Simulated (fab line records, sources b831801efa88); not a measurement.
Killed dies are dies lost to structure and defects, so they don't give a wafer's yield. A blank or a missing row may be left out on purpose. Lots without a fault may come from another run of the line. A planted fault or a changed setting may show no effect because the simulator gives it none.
Which tool did it? | flow sky130 | 6 lots, 18 wafers sampled, at 2 steps of a route of 708

WHAT THE GAUGES READ, wafer by wafer
SKY_VT_ADJUST_HVTR_CD_MEAS_07: target cd 380 nm.
lot  | measured     | on        | cd_nm (nm)
L692 | day 10 05:59 | cd_sem-01 | 374.1 376.6 374.5
L696 | day 11 05:02 | cd_sem-01 | 378.3 378.1 378.5
L699 | day 12 05:47 | cd_sem-01 | 378.8 378.6 380.0
L701 | day 12 19:05 | cd_sem-02 | 380.9 381.2 380.4
L708 | day 15 02:05 | cd_sem-02 | 380.8 381.7 381.7
L711 | day 16 00:28 | cd_sem-01 | 377.6 379.1 376.8

WHICH TOOL RAN EACH LOT (tool, then ch and the chambers of the sampled wafers, then the start)
lot  | SKY_VT_ADJUST_HVTR_DEVELOP_06
L692 | litho_track-02 ch 0, day 10 05:50
L696 | litho_track-04 ch 0, day 11 04:53
L699 | litho_track-02 ch 0, day 12 05:38
L701 | litho_track-01 ch 0, day 12 18:56
L708 | litho_track-04 ch 0, day 15 01:56
L711 | litho_track-02 ch 0, day 16 00:19
- SKY_VT_ADJUST_HVTR_DEVELOP_06: develop time 60 s.

THE ANSWER, worked out from the rows above alone
Rule: what is usual is taken from the lots themselves. Put in order of their means at a reading, lots are off if they are a third of the lots or fewer, leave a main group of 4 or more, and stand apart from it by a gap of 3 or more times the standard deviation of the main group's means; of several such gaps the widest counts. A main group whose means are all the same, to the digits that the tables above print for the reading, isn't used. A lot without any number at a reading at which 4 lots or more have one is off too. The other lots that the step has rows for count as sound.
No lot is off at any reading shown: from this, nothing can be told.

WHAT THE SIMULATOR HAD PUT IN
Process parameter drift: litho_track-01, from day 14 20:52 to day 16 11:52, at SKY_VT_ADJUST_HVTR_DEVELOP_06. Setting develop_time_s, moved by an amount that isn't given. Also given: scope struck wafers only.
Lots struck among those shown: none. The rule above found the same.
